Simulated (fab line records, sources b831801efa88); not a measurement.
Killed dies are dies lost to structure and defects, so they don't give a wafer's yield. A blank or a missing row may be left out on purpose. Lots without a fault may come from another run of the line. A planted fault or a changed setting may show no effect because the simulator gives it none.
Chamber matching | flow sky130 | SKY_CAP2M_CVD_00 on pecvd-01: 3 sister chambers
The step deposits SiO2, target thk 15.5 nm. 6 wafers are shown with their chamber, then 7 later ones without.

WAFERS WITH THEIR CHAMBER
wafer  | chamber | heater_power_w (W) | rf_fwd_power_W (W)
L880.5 | 0       | 743                | 444.9
L889.2 | 1       | 841                | 443.0
L889.3 | 2       | 678                | 446.1
L889.4 | 1       | 815                | 440.5
L891.3 | 0       | 647                | 445.8
L891.4 | 2       | 652                | 443.0

WAFERS WITHOUT THEIR CHAMBER
wafer  | heater_power_w (W) | rf_fwd_power_W (W)
L891.5 | 860                | 443.5
L894.3 | 962                | 442.3
L894.4 | 602                | 446.4
L894.5 | 653                | 443.4
L898.4 | 945                | 441.3
L898.5 | 627                | 445.6
L898.6 | 718                | 445.6

WHICH CHAMBER EACH WENT THROUGH
wafer  | from the rows above     | in truth
L891.5 | 1                       | 1
L894.3 | 1                       | 1
L894.4 | can't be placed: 2 or 0 | 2
L894.5 | can't be placed: 2 or 0 | 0
L898.4 | 1                       | 1
L898.5 | can't be placed: 2 or 0 | 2
L898.6 | can't be placed: 0 or 2 | 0
Placed correctly: 3 of 7. Can't be placed from these rows: 4 (the true chamber is among the candidates in 4). Placed wrongly: 0.
How it was worked out, from the rows above alone: a wafer's distance from a chamber is the root of the sum, over the readings, of the square of ((its reading less the chamber's mean) divided by the reading's scatter). The wafer belongs to the nearest chamber; if the next one is less than 2 further off, it can't be placed. A chamber's mean is the mean of its shown wafers. The scatter: the root of (the sum of the squares of (reading less its chamber's mean) over the shown wafers, divided by (wafers less chambers)).
